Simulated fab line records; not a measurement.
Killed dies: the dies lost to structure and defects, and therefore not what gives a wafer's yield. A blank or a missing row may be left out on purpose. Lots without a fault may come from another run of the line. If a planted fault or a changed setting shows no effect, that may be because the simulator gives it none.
Matching of chambers || flow sky130 || SKY_LI_CONTACT_HDPCVD_00 on hdpcvd-02 has 3 sister chambers
The step deposits PSG, target thk 930 nm, time 155 s. 5 wafers are shown with their chamber, then 8 later ones without.

## EACH WAFER AND ITS CHAMBER
{"wafer": "L620.6", "chamber": 1, "runLengthS (s)": 183.0, "pressureMtorr (mTorr)": 5.992}
{"wafer": "L626.6", "chamber": 0, "runLengthS (s)": 182.8, "pressureMtorr (mTorr)": 6.004}
{"wafer": "L629.3", "chamber": 0, "runLengthS (s)": 183.2, "pressureMtorr (mTorr)": 6.026}
{"wafer": "L629.4", "chamber": 2, "runLengthS (s)": 183.0, "pressureMtorr (mTorr)": 6.018}
{"wafer": "L631.1", "chamber": 2, "runLengthS (s)": 183.1, "pressureMtorr (mTorr)": 6.001}

## WAFERS WITHOUT THEIR CHAMBER
{"wafer": "L631.3", "runLengthS (s)": 182.9, "pressureMtorr (mTorr)": 5.980}
{"wafer": "L631.5", "runLengthS (s)": 183.2, "pressureMtorr (mTorr)": 6.022}
{"wafer": "L630.3", "runLengthS (s)": 183.7, "pressureMtorr (mTorr)": 5.991}
{"wafer": "L630.4", "runLengthS (s)": 183.1, "pressureMtorr (mTorr)": 5.991}
{"wafer": "L630.5", "runLengthS (s)": 183.2, "pressureMtorr (mTorr)": 6.003}
{"wafer": "L633.3", "runLengthS (s)": 183.3, "pressureMtorr (mTorr)": 6.001}
{"wafer": "L633.4", "runLengthS (s)": 183.0, "pressureMtorr (mTorr)": 6.016}
{"wafer": "L633.5", "runLengthS (s)": 183.2, "pressureMtorr (mTorr)": 6.014}

## EACH ONE'S CHAMBER
{"wafer": "L631.3", "from the rows above": "can't be placed: 1 or 2 or 0", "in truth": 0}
{"wafer": "L631.5", "from the rows above": "can't be placed: 0 or 2 or 1", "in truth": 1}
{"wafer": "L630.3", "from the rows above": "can't be placed: 1 or 2 or 0", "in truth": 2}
{"wafer": "L630.4", "from the rows above": "can't be placed: 1 or 2 or 0", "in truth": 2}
{"wafer": "L630.5", "from the rows above": "can't be placed: 2 or 1 or 0", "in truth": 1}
{"wafer": "L633.3", "from the rows above": "can't be placed: 2 or 1 or 0", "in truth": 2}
{"wafer": "L633.4", "from the rows above": "can't be placed: 0 or 2 or 1", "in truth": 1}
{"wafer": "L633.5", "from the rows above": "can't be placed: 2 or 0 or 1", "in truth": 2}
Correctly placed: 0 of 8. These rows do not allow placing 8 (true chamber among the candidates in 8). Number placed wrongly: 0.
How it was worked out, from the rows above alone: a wafer's distance from a chamber is the root of the sum, over the readings, of the square of ((its reading less the chamber's mean) divided by the reading's scatter). The wafer belongs to the nearest chamber; if the next one is less than 2 further off, it can't be placed. For every chamber, the mean is computed from those of its wafers that are shown. The scatter: the root of (the sum of the squares of (reading less its chamber's mean) over the shown wafers, divided by (wafers less chambers)).
